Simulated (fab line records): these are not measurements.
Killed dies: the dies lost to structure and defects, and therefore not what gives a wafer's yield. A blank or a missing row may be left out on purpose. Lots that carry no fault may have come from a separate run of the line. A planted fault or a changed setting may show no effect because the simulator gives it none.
A single fault, viewed from 2 desks / flow gf180mcu / each desk holds nothing but its own numbers, with what lay behind them at the end

TOOL OWNER'S DESK, pvd_sputter-03
At GF_MIM_SPUTTER_07 (material TiN, target thk 60 nm, time 50 s) the tool's own readings: per lot run on this tool, the mean of the sampled wafers that have a number. Any lot whose mean is over 4 standard deviations away from the usual mean is out of limits and marked OUT; that distance is given in the brackets.
Columns: A = cathode_dc_power_W at GF_MIM_SPUTTER_07, usual 6499.9 W; B = throttle_valve_pct at GF_MIM_SPUTTER_07, usual 29.6 %
lot=L850; first seen here=day 25 20:20; A=6500.2; B=31.0
lot=L851; first seen here=day 25 21:27; A=6500.4; B=29.3
lot=L852; first seen here=day 26 13:11; A=6499.7; B=28.7
lot=L856; first seen here=day 27 20:35; A=6500.1; B=29.7
lot=L869; first seen here=day 31 02:02; A=6500.4; B=30.0
This desk's verdict: no lot among the 5 shows anything out of limits.

AT THE METROLOGY DESK
What the gauges read, lot by lot, whatever tool the lot ran on: means of the sampled wafers that have a number. Any lot whose mean is over 4 standard deviations away from the usual mean is out of limits and marked OUT; that distance is given in the brackets.
Columns: A = MIM_ALCU_RS at GF_MIM_RS_MEAS_10, usual 0.1599 ohm/sq
lot=L850; first seen here=day 25 20:29; A=0.1622
lot=L851; first seen here=day 25 21:33; A=0.1606
lot=L852; first seen here=day 26 13:17; A=0.1618
lot=L856; first seen here=day 27 20:41; A=0.1594
lot=L857; first seen here=day 27 21:12; A=0.1584
lot=L865; first seen here=day 30 04:23; A=0.1626
lot=L868; first seen here=day 30 18:28; A=0.1571
lot=L869; first seen here=day 31 02:08; A=0.1604
lot=L870; first seen here=day 31 10:02; A=0.1610
lot=L872; first seen here=day 32 00:11; A=0.1586
This desk's verdict: no lot among the 10 shows anything out of limits.

BROUGHT TOGETHER
The tool owner's desk saw nothing out of limits.
At the metrology desk, nothing out of limits was observed.

WHAT HAD BEEN PUT IN BY THE SIMULATOR
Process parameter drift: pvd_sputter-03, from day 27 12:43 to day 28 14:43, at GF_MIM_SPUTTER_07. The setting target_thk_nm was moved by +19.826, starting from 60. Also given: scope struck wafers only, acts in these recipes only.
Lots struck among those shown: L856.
